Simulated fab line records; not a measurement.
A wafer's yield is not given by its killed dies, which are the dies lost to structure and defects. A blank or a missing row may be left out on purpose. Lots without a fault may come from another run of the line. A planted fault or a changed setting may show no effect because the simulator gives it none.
Which tool did it? -- flow gf180mcu -- 12 lots with 36 wafers sampled at 5 steps, on a route of 602 steps

## WHAT THE GAUGES SHOWED, per wafer
GF_MIM_THK_MEAS_06.
lot,measured,on,MIM_CVD_05_THK (nm)
L867,day 24 04:43,film metro-04,42.0 42.7 42.6
L868,day 24 17:39,film metro-02,41.7 41.9 42.8
L876,day 27 04:35,film metro-04,54.7 55.6 55.5
L877,day 27 15:38,film metro-02,54.9 54.6 55.5
L882,day 29 01:55,film metro-02,42.0 42.5 43.2
L884,day 30 05:57,film metro-01,42.6 43.1 42.6
L885,day 30 07:39,film metro-02,41.7 41.6 42.4
L886,day 30 13:00,film metro-02,41.5 42.3 42.0
L887,day 30 13:56,film metro-04,41.2 41.5 41.6
L888,day 30 15:55,film metro-01,41.3 42.7 42.4
L889,day 31 07:20,film metro-04,41.1 41.5 42.3
L890,day 31 16:22,film metro-04,41.3 41.5 42.5

## TOOL THAT RAN EACH LOT (tool first, then ch and the chambers of the sampled wafers, then the start)
lot,GF_M4_METAL_ETCH_16,GF_V4_ETCH_16,GF_MIM_SPUTTER_04,GF_MIM_CVD_05
L867,"rie metal-04 ch 0,1, day 23 03:48","rie diel-02 ch 2,3, day 24 03:05","pvd sputter-03, day 24 04:38","pecvd-02 ch 1,2, day 24 04:40"
L868,"rie metal-02 ch 0,1, day 23 16:35","rie diel-02 ch 0,2,3, day 24 15:59","pvd sputter-03, day 24 17:34","pecvd-04 ch 0,1,2, day 24 17:37"
L876,"rie metal-04 ch 0,1, day 26 05:45","rie diel-01 ch 0,1, day 27 02:58","pvd sputter-04, day 27 04:30","pecvd-01 ch 0,1,2, day 27 04:32"
L877,"rie metal-01 ch 0,1, day 26 15:32","rie diel-03 ch 0,1,3, day 27 14:01","pvd sputter-04, day 27 15:33","pecvd-01 ch 0,1,2, day 27 15:35"
L882,"rie metal-04 ch 0,1, day 28 03:17","rie diel-03 ch 0,1,2, day 29 00:17","pvd sputter-03, day 29 01:50","pecvd-04 ch 0,2, day 29 01:53"
L884,"rie metal-04 ch 0,1, day 29 07:53","rie diel-03 ch 0,1,3, day 30 04:19","pvd sputter-04, day 30 05:50","pecvd-01 ch 0,1,2, day 30 05:54"
L885,"rie metal-01 ch 0,1, day 29 09:52","rie diel-02 ch 1,2,3, day 30 06:02","pvd sputter-04, day 30 07:35","pecvd-04 ch 0,1,2, day 30 07:37"
L886,"rie metal-02 ch 0,1, day 29 15:29","rie diel-03 ch 2,3, day 30 11:16","pvd sputter-04, day 30 12:55","pecvd-04 ch 0,2, day 30 12:57"
L887,"rie metal-01 ch 0, day 29 16:33","rie diel-01 ch 1,3, day 30 12:13","pvd sputter-04, day 30 13:50","pecvd-02 ch 0,1, day 30 13:53"
L888,"rie metal-02 ch 0,1, day 29 18:09","rie diel-02 ch 0,2, day 30 14:19","pvd sputter-04, day 30 15:51","pecvd-01 ch 0,1,2, day 30 15:53"
L889,"rie metal-04 ch 0, day 30 10:23","rie diel-02 ch 0,1, day 31 05:43","pvd sputter-02, day 31 07:15","pecvd-02 ch 0,1, day 31 07:17"
L890,"rie metal-01 ch 0,1, day 30 20:08","rie diel-02 ch 0,2,3, day 31 14:41","pvd sputter-04, day 31 16:17","pecvd-01 ch 0,2, day 31 16:20"
- GF_M4_METAL_ETCH_16: etches the open film in Cl2/BCl3, stops on SiO2, target depth 627.5 nm, time 104.6 s.
- GF_V4_ETCH_16: etches BARC in N2/H2.
- GF_MIM_SPUTTER_04: material TiN, target thk 50 nm, time 41.7 s.
- GF_MIM_CVD_05: deposits Si3N4, target thk 42 nm, time 29.086 s.

## AS READ BY THE TOOLS THEMSELVES (means over the sampled wafers that have a number; for cases with no such wafer, the mark the record gives instead)
GF_M4_METAL_ETCH_16.
lot,tool,bcl3 flow sccm (sccm),drypump motor current A (A),mfc cl2 sccm (sccm),oes product au (a.u.),throttle valve pct (%)
L867,rie metal-04,39.92,5.5,79.89,0.980,28.242
L868,rie metal-02,40.00,5.4,79.89,0.971,28.257
L876,rie metal-04,39.96,5.9,80.03,0.972,28.249
L877,rie metal-01,39.96,4.8,80.02,0.974,28.253
L882,rie metal-04,40.03,5.6,79.80,0.969,28.257
L884,rie metal-04,40.03,5.6,79.65,0.967,28.257
L885,rie metal-01,39.99,4.7,80.01,0.972,28.253
L886,rie metal-02,40.14,5.6,80.12,0.973,28.254
L887,rie metal-01,40.10,4.7,79.96,0.970,28.248
L888,rie metal-02,39.87,5.6,80.32,0.975,28.240
L889,rie metal-04,40.00,6.3,79.98,0.975,28.252
L890,rie metal-01,40.08,4.8,80.07,0.962,28.256

GF_V4_ETCH_16.
lot,tool,drypump motor current A (A),oes product au (a.u.),throttle valve pct (%)
L867,rie diel-02,5.6,0.854,13.226
L868,rie diel-02,5.9,0.859,13.223
L876,rie diel-01,5.1,0.859,13.232
L877,rie diel-03,6.0,0.853,13.223
L882,rie diel-03,5.8,0.849,13.226
L884,rie diel-03,6.0,0.854,13.229
L885,rie diel-02,5.6,0.855,13.222
L886,rie diel-03,5.7,0.857,13.219
L887,rie diel-01,5.9,0.855,13.224
L888,rie diel-02,6.1,0.854,13.225
L889,rie diel-02,5.9,0.851,13.225
L890,rie diel-02,5.9,0.854,13.222

GF_MIM_SPUTTER_04.
lot,tool,throttle valve pct (%)
L867,pvd sputter-03,30.6
L868,pvd sputter-03,30.0
L876,pvd sputter-04,28.0
L877,pvd sputter-04,29.9
L882,pvd sputter-03,29.8
L884,pvd sputter-04,28.8
L885,pvd sputter-04,29.7
L886,pvd sputter-04,28.0
L887,pvd sputter-04,28.9
L888,pvd sputter-04,29.6
L889,pvd sputter-02,31.0
L890,pvd sputter-04,29.0

GF_MIM_CVD_05.
lot,tool,heater power w (W),susceptor temp C (C)
L867,pecvd-02,740,384.95
L868,pecvd-04,603,385.21
L876,pecvd-01,636,385.07
L877,pecvd-01,646,385.06
L882,pecvd-04,571,385.14
L884,pecvd-01,631,385.07
L885,pecvd-04,631,384.73
L886,pecvd-04,571,384.76
L887,pecvd-02,779,385.14
L888,pecvd-01,641,384.75
L889,pecvd-02,738,385.05
L890,pecvd-01,609,385.05

## THE ANSWER, worked out from the rows above alone
Rule: what is usual is taken from the lots themselves. Put in order of their means at a reading, lots are off if they are a third of the lots or fewer, leave a main group of 4 or more, and stand apart from it by a gap of 3 or more times the standard deviation of the main group's means; of several such gaps the widest counts. A main group is skipped when, at the precision printed for the reading in the tables above, its means are all equal. Also off: a lot with no number at a reading for which 4 or more lots have one. All remaining lots with rows at the step are treated as sound. Order of review: gauges by route order, followed by the tools' own readings, for which a lot's mean as printed above is used. At the first step where some lot is off, the reading lying furthest off is the one used; lots without a number count as furthest.
Off: L876, L877, at GF_MIM_THK_MEAS_06 (MIM_CVD_05_THK). For the main group the mean is 42.1 nm and the standard deviation 0.4.
If a tool, at a process step before that reading, ran all the lots that are off and no sound lot after the first of them, it fits. Gauges at GF_MIM_THK_MEAS_06: tried the same way as those tools. Not one of the candidates tried fits.

## WHAT THE SIMULATOR PUT IN
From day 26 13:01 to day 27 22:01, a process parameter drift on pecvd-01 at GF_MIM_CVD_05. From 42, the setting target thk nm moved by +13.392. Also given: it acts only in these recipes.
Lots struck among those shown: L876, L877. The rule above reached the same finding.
